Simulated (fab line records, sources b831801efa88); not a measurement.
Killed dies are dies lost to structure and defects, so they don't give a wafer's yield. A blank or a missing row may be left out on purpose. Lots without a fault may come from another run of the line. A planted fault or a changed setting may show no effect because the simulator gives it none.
fab line records | flow sky130
record lots=15 wafers=45 last_day=50
route steps=708 shown POLY_GATE@236 SPACER@306 POLY_CUT@312 RES_XHIGH@340
lots that met no fault: from a run of the same line without faults
start_h: hours from the record's first day to the start of the lot's first wafer shown | wait_h: hours since the lot's step before | " the same as in the row above | L1.1+2: a row that stands for several wafers | - no value, or no start given | * or withheld: withheld | < > ~ a bound
route shown NAME@n: a module of which the file shows steps, and the number in the route of the first | usual: mean/standard deviation of fault-free wafers | same: alike in all rows | chamber/n: place in a boat | sites: the reading at each site | _std_site: their standard deviation | _edge_site: outer sites' mean less inner sites' | radius_mm: how far each site lies from the wafer's centre | mask NAME#n: copy n | behind: the tool/chamber that last shaped the wafer | hold: why the lot was held/for how many hours/how that ended | device: the transistor (n, p or np) that didn't switch | end of line: the same wafers' tests at the end of the route | a step without rows: its recipe alone | killed: dies lost to structure and defects at the first sort, not the wafer's yield | map: a wafer's dies, x killed, . not, _ none there
set.NAME: the setting as run; set.NAME@STEP: as run at that earlier step | model.NAME: the simulator's own value behind a step, which no gauge read
steps of the route over a sample of lots; a table a step, a row a wafer
services: from which hour (start_h, from the record's first day; less than 0 if before it) a tool's chamber was out of use, for how many hours, and why
## steps
# step SKY_POLY_GATE_CD_MEAS_22
# usual cd_nm=150.1/1.8
# columns lot.wafer tool chamber start_h wait_h cd_nm
L635.1 cd_sem-02 - 377.45 0.1 148.9
L635.3 " - " " 147.4
L635.5 " - " " 149.0
L639.1 cd_sem-01 - 407.02 0.1 147.7
L639.3 " - " " 150.8
L639.5 " - " " 152.5
L640.3 cd_sem-01 - 413.33 0.1 151.1
L640.4 " - " " 152.2
L640.6 " - " " 150.0
L641.1 cd_sem-02 - 441.10 0.1 150.7
L641.2 " - " " 152.1
L641.4 " - " " 150.7
L642.2 cd_sem-02 - 442.37 0.1 147.9
L642.4 " - " " 150.6
L642.5 " - " " 147.8
L643.2 cd_sem-01 - 448.31 0.1 148.7
L643.5 " - " " 149.1
L643.6 " - " " 147.5
L644.4 cd_sem-02 - 453.53 0.1 148.6
L644.5 " - " " 151.1
L644.6 " - " " 146.4
L645.3 cd_sem-01 - 453.80 0.1 150.3
L645.5 " - " " 150.0
L645.6 " - " " 151.6
L646.1 cd_sem-02 - 477.04 0.1 149.9
L646.5 " - " " 149.6
L646.6 " - " " 153.1
L647.1 cd_sem-02 - 481.72 0.1 148.6
L647.3 " - " " 150.2
L647.6 " - " " 149.6
L654.2 cd_sem-02 - 533.88 0.1 150.5
L654.5 " - " " 150.4
L654.6 " - " " 151.7
L655.2 cd_sem-02 - 546.56 0.1 151.3
L655.3 " - " " 150.9
L655.4 " - " " 150.4
L656.1 cd_sem-01 - 553.84 0.1 149.2
L656.4 " - " " 148.1
L656.6 " - " " 150.9
L657.2 cd_sem-01 - 561.00 0.1 153.2
L657.3 " - " " 152.7
L657.6 " - " " 152.7
L658.1 cd_sem-01 - 563.99 0.1 148.4
L658.2 " - " " 150.1
L658.3 " - " " 145.3
# step SKY_SPACER_ETCHBACK_02
# recipe chemistry=CH3F/O2 target=Si3N4 stop_on=SiO2 source_w=400 bias_w=80 pressure_mtorr=25 ch3f_flow_sccm=40 O2_flow_sccm=30 time_s=46.7 target_depth_a=450
# usual bias_w=80.03/0.22 ch3f_flow_sccm=39.99/0.13 drypump_motor_current_A=5.4/0.4 oes_product_au=0.850/0.0067 throttle_valve_pct=10.562/0.0088
# same time_s=46.7
# columns lot.wafer tool chamber start_h wait_h bias_w ch3f_flow_sccm drypump_motor_current_A oes_product_au rf_hours_counter_h throttle_valve_pct
L635.1 rie_diel-01 2 531.71 0.1 79.74 40.09 5.8 0.839 8 10.555
L635.3 " 1 " " 79.89 39.98 4.8 0.854 1 10.578
L635.5 " 0 " " 79.59 39.95 5.7 0.854 - 10.559
L639.1 rie_diel-01 1 562.15 0.1 80.16 39.79 4.9 0.851 1 10.558
L639.3 " 3 " " 79.96 40.06 5.6 0.848 8 10.561
L639.5 " 1 " " 80.21 39.67 4.9 0.861 - 10.547
L640.3 rie_diel-04 3 569.68 0.0 79.99 40.17 5.3 0.849 0 10.552
L640.4 " 2 " " 79.99 39.99 5.8 0.856 38 10.561
L640.6 " 0 " " 79.71 39.86 4.8 0.863 - 10.566
L641.1 rie_diel-04 1 609.03 0.1 80.05 40.10 5.5 0.847 7 10.551
L641.2 " 0 " " 80.06 39.64 4.8 0.849 7 10.570
L641.4 " 3 " " 80.11 39.85 5.3 0.849 1 10.558
L642.2 rie_diel-01 1 609.03 0.0 80.43 39.74 4.8 0.850 2 10.550
L642.4 " 2 " " 80.05 40.05 5.9 0.842 9 10.566
L642.5 " 3 " " 79.93 40.02 5.7 0.850 - 10.563
L643.2 rie_diel-03 2 609.03 0.0 79.86 39.90 6.1 0.862 45 10.569
L643.5 " 3 " " 79.67 40.06 5.4 0.859 - 10.555
L643.6 " 2 " " 79.83 40.15 6.1 0.861 - 10.565
L644.4 rie_diel-03 1 609.09 0.0 80.18 40.10 5.6 0.853 22 10.575
L644.5 " 3 " " 79.83 39.97 5.4 0.847 - 10.557
L644.6 " 0 " " 79.86 40.22 5.1 0.856 - 10.560
L645.3 rie_diel-01 3 609.09 0.0 79.93 40.09 5.6 0.850 9 10.578
L645.5 " 3 " " 79.93 39.97 5.6 0.855 - 10.557
L645.6 " 2 " " 80.01 40.08 5.8 0.847 - 10.560
L646.1 rie_diel-01 2 628.11 0.1 80.15 39.93 5.9 0.844 10 10.553
L646.5 " 0 " " 80.26 40.15 5.7 0.850 - 10.561
L646.6 " 1 " " 80.30 39.99 4.8 0.847 - 10.559
L647.1 rie_diel-04 1 634.06 0.1 80.20 40.02 5.5 0.853 7 10.562
L647.3 " 0 " " 80.19 40.10 4.8 0.843 7 10.559
L647.6 " 3 " " 80.15 39.89 5.3 0.854 - 10.549
L654.2 rie_diel-04 0 679.31 0.0 80.30 39.92 4.8 0.850 8 10.561
L654.5 " 1 " " 79.87 40.01 5.5 0.855 - 10.564
L654.6 " 0 " " 80.12 40.09 4.8 0.837 - 10.558
L655.2 rie_diel-03 3 696.01 0.0 79.94 39.93 5.4 0.839 10 10.560
L655.3 " 1 " " 79.78 39.76 5.6 0.839 23 10.566
L655.4 " 0 " " 80.32 40.13 5.1 0.842 30 10.557
L656.1 rie_diel-01 0 700.22 0.1 80.10 39.83 5.7 0.848 11 10.547
L656.4 " 3 " " 80.08 39.96 5.6 0.846 12 10.565
L656.6 " 1 " " 79.96 39.83 4.8 0.842 - 10.558
L657.2 rie_diel-01 1 706.98 0.0 79.90 40.11 4.9 0.842 5 10.559
L657.3 " 3 " " 80.02 40.05 5.6 0.847 12 10.543
L657.6 " 3 " " 79.97 40.02 5.6 0.852 - 10.556
L658.1 rie_diel-01 2 711.20 0.1 80.52 40.06 5.9 0.863 12 10.564
L658.2 " 1 " " 79.75 40.02 4.8 0.838 5 10.561
L658.3 " 3 " " 80.10 39.93 5.6 0.849 12 10.555
# step SKY_POLY_CUT_EXPOSE_05
# recipe mask_id=NPCM na=0.8 source_shape=annular sigma_inner=0.55 sigma_outer=0.85 target_cd_nm=270 dose_mj=32
# usual exposure_dose_mJ_cm2=31.98/0.033 focus_offset_nm=0.0/0.55
# columns lot.wafer tool chamber start_h wait_h mask exposure_dose_mJ_cm2 focus_offset_nm
L635.1 krf_scanner-01 0 547.02 - NPCM#0 31.98 1.3
L635.3 " 0 " " NPCM#0 32.00 0.7
L635.5 " 0 " " NPCM#0 31.95 0.7
L639.1 krf_scanner-02 0 577.72 - NPCM#0 32.03 -0.4
L639.3 " 0 " " NPCM#0 32.03 0.9
L639.5 " 0 " " NPCM#0 32.02 1.1
L640.3 krf_scanner-02 0 584.68 - NPCM#0 32.01 -0.5
L640.4 " 0 " " NPCM#0 31.96 -1.0
L640.6 " 0 " " NPCM#0 32.04 -0.9
L641.1 krf_scanner-02 0 622.54 - NPCM#0 31.97 -0.4
L641.2 " 0 " " NPCM#0 32.01 -0.3
L641.4 " 0 " " NPCM#0 32.02 -1.0
L642.2 krf_scanner-01 0 622.89 - NPCM#0 31.99 0.3
L642.4 " 0 " " NPCM#0 31.95 0.0
L642.5 " 0 " " NPCM#0 31.99 0.0
L643.2 krf_scanner-02 0 623.13 - NPCM#0 31.92 0.9
L643.5 " 0 " " NPCM#0 31.95 0.5
L643.6 " 0 " " NPCM#0 31.95 1.2
L644.4 krf_scanner-01 0 623.53 - NPCM#0 31.96 0.4
L644.5 " 0 " " NPCM#0 31.99 0.6
L644.6 " 0 " " NPCM#0 32.01 0.8
L645.3 krf_scanner-02 0 623.75 - NPCM#0 31.94 -0.5
L645.5 " 0 " " NPCM#0 31.96 -0.7
L645.6 " 0 " " NPCM#0 31.96 -0.3
L646.1 krf_scanner-01 0 643.14 - NPCM#0 31.98 -0.1
L646.5 " 0 " " NPCM#0 32.00 0.4
L646.6 " 0 " " NPCM#0 31.97 -0.2
L647.1 krf_scanner-01 0 647.74 - NPCM#0 31.96 0.5
L647.3 " 0 " " NPCM#0 31.97 0.3
L647.6 " 0 " " NPCM#0 31.93 0.3
L654.2 krf_scanner-01 - 694.21 - NPCM#0 - -
L654.5 " - " " NPCM#0 - -
L654.6 " - " " NPCM#0 - -
L655.2 krf_scanner-02 - 710.11 - NPCM#0 - -
L655.3 " - " " NPCM#0 - -
L655.4 " - " " NPCM#0 - -
L656.1 krf_scanner-02 - 713.94 - NPCM#0 - -
L656.4 " - " " NPCM#0 - -
L656.6 " - " " NPCM#0 - -
L657.2 krf_scanner-02 0 720.24 - NPCM#0 31.97 0.2
L657.3 " 0 " " NPCM#0 32.02 1.2
L657.6 " 0 " " NPCM#0 31.99 0.9
L658.1 krf_scanner-01 0 725.49 - NPCM#0 31.99 0.4
L658.2 " 0 " " NPCM#0 32.04 0.3
L658.3 " 0 " " NPCM#0 32.02 0.4
# step SKY_RES_XHIGH_STRIP_08
# recipe chemistry=O2/N2 power_w=1400 pressure_mtorr=1500 platen_temp_c=withheld o2_flow_sccm=3000 n2_flow_sccm=300 overash_fraction=0.5
# usual drypump_motor_current_A=5.5/0.47 oes_product_au=0.711/0.0045 strip_time_to_endpoint_s=14.25/0.037
# columns lot.wafer tool chamber start_h wait_h drypump_motor_current_A oes_product_au rf_hours_counter_h strip_time_to_endpoint_s
L635.1 plasma_asher-02 1 619.07 0.1 4.7 0.703 95 14.29
L635.3 " 1 " " 4.7 0.708 - 14.27
L635.5 " 1 " " 4.7 0.715 - 14.27
L639.1 plasma_asher-04 1 649.02 0.1 5.0 0.719 81 14.21
L639.3 " 0 " " 5.6 0.709 - 14.20
L639.5 " 1 " " 5.1 0.717 - 14.18
L640.3 plasma_asher-02 1 655.78 0.1 4.7 0.703 - 14.24
L640.4 " 0 " " 5.8 0.707 - 14.25
L640.6 " 1 " " 4.7 0.714 - 14.25
L641.1 plasma_asher-03 1 693.85 0.1 5.6 0.715 25 14.25
L641.2 " 0 " " 6.0 0.716 25 14.24
L641.4 " 1 " " 5.5 0.711 - 14.25
L642.2 plasma_asher-04 1 694.15 0.1 5.0 0.712 85 14.27
L642.4 " 1 " " 5.0 0.703 - 14.28
L642.5 " 1 " " 5.0 0.717 - 14.29
L643.2 plasma_asher-02 0 694.80 0.1 5.9 0.706 103 14.25
L643.5 " 1 " " 4.7 0.704 - 14.20
L643.6 " 0 " " 5.9 0.701 - 14.25
L644.4 plasma_asher-04 1 695.13 0.1 5.1 0.711 - 14.22
L644.5 " 0 " " 5.6 0.717 - 14.24
L644.6 " 1 " " 5.0 0.711 - 14.25
L645.3 plasma_asher-04 1 696.55 0.1 5.1 0.707 - 14.29
L645.5 " 1 " " 5.0 0.711 - 14.31
L645.6 " 0 " " 5.7 0.709 - 14.29
L646.1 plasma_asher-03 0 712.55 0.1 6.0 0.717 27 14.31
L646.5 " 0 " " 6.0 0.711 - 14.30
L646.6 " 1 " " 5.6 0.716 - 14.29
L647.1 plasma_asher-04 0 717.25 0.1 5.6 0.709 87 14.29
L647.3 " 1 " " 5.1 0.714 - 14.31
L647.6 " 1 " " 5.0 0.717 - 14.28
L657.2 plasma_asher-02 0 788.35 0.1 5.9 0.707 4 14.26
L657.3 " 1 " " 4.7 0.712 - 14.25
L657.6 " 0 " " 5.8 0.713 - 14.26
L658.1 plasma_asher-03 0 792.45 0.1 6.0 0.716 35 14.29
L658.2 " 1 " " 5.5 0.711 35 14.25
L658.3 " 0 " " 6.0 0.708 - 14.28
## services
# columns tool chamber start_h hours kind
krf_scanner-01 - 508.51 1.3 pm
krf_scanner-02 - 509.81 0.8 pm
krf_scanner-02 - 526.34 4.4 pm
rie_diel-01 - 541.82 2.8 pm
krf_scanner-02 - 551.83 1.0 pm
krf_scanner-01 - 556.97 4.0 pm
krf_scanner-01 - 575.30 0.8 pm
krf_scanner-01 - 580.06 0.9 repair
krf_scanner-02 - 590.33 1.3 pm
krf_scanner-01 - 613.69 1.0 pm
rie_diel-01 0 618.34 3.7 repair
krf_scanner-01 - 625.85 1.8 repair
krf_scanner-01 - 629.58 0.2 repair
krf_scanner-01 - 635.82 0.8 repair
krf_scanner-02 - 638.19 21.0 pm
krf_scanner-01 - 659.19 4.4 pm
krf_scanner-01 - 663.56 3.6 pm
krf_scanner-02 - 667.97 0.7 repair
krf_scanner-02 - 668.66 0.8 pm
krf_scanner-02 - 684.04 7.2 pm
rie_diel-01 0 715.56 3.7 repair
rie_diel-01 0 719.49 8.3 repair
krf_scanner-02 - 720.83 1.0 pm
krf_scanner-02 - 766.23 1.3 pm
## key
first_sign step=SKY_POLY_CUT_EXPOSE_05 reading=tool_record direction=missing
effect none on later readings
met_at SKY_POLY_CUT_EXPOSE_05
struck_lots L654,L655,L656
later_rows_left_out L654.2,L654.5,L654.6,L655.2,L655.3,L655.4,L656.1,L656.4,L656.6
sort_left_out L654.2,L654.5,L654.6,L655.2,L655.3,L655.4,L656.1,L656.4,L656.6
tester_left_out L654,L655,L656
not_acting_at SKY_POLY_GATE_CD_MEAS_22,SKY_SPACER_ETCHBACK_02,SKY_RES_XHIGH_STRIP_08
onset_between 647.74 694.21
fault kind=skipped_step_whole tool=krf_scanner-01,krf_scanner-02 chamber=- onset_h=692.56 steps=SKY_POLY_CUT_EXPOSE_05 scope=struck_lots_only
# tester_left_out: of these lots the tester's yield and bins aren't shown, on N5 and GAA mostly nor the transistor test; their killed dies are dies lost to structure and defects alone, not to doping, threshold or leakage, so they don't give the yield
# sort_left_out: the simulated sort isn't trusted on such a fault, so these wafers' sort isn't shown, and their yield isn't known
# later_rows_left_out: the simulator's readings of these wafers behind a module that went badly wrong aren't trusted and aren't shown, but for the sort
